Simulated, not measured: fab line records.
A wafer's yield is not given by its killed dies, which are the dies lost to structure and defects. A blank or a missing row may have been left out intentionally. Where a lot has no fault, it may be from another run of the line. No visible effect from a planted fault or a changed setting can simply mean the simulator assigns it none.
Matching of chambers -- flow sfq-line -- 4 sister chambers for SFQ_TRILAYER_I3_CMP_CMP_082 on cmp-01
The step polishes SiO2. 8 wafers are shown with their chamber, then 8 later ones without.

== WAFERS, EACH WITH ITS CHAMBER ==
wafer,chamber,motor-current-A (A),slurry-flow-ml-min
L518.3,3,12.0,150.4
L527.3,3,12.1,149.8
L531.2,0,10.6,150.5
L531.6,1,9.9,151.1
L533.1,2,9.6,149.6
L533.4,1,9.6,149.6
L533.6,0,11.2,149.9
L537.2,2,9.6,149.2

== WAFERS WITHOUT THEIR CHAMBER ==
wafer,motor-current-A (A),slurry-flow-ml-min
L537.4,9.8,150.6
L537.3,10.1,148.8
L539.3,12.2,150.3
L539.1,10.3,149.4
L539.6,12.2,151.0
L540.4,10.6,150.6
L540.1,12.6,150.3
L540.5,10.2,149.6

== WHICH CHAMBER EACH ONE RAN IN ==
wafer,from the rows above,in truth
L537.4,can't be placed: 1 or 2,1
L537.3,can't be placed: 2 or 1 or 0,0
L539.3,3,3
L539.1,can't be placed: 1 or 0 or 2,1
L539.6,3,3
L540.4,0,0
L540.1,3,3
L540.5,can't be placed: 1 or 2 or 0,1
4 of 8 placed correctly. From these rows, 4 cannot be placed; in 4 the true chamber is one of the candidates. Wrongly placed: 0.
How it was worked out, from the rows above alone: a wafer's distance from a chamber is the root of the sum, over the readings, of the square of ((its reading less the chamber's mean) divided by the reading's scatter). If the next closest chamber is less than 2 further off than the closest, the wafer can't be placed; otherwise it belongs to the closest. For every chamber, the mean is computed from those of its wafers that are shown. How the scatter is found: for the shown wafers, subtract from each reading the mean of its chamber, square and add these, divide the total by (wafers less chambers), then take the root.
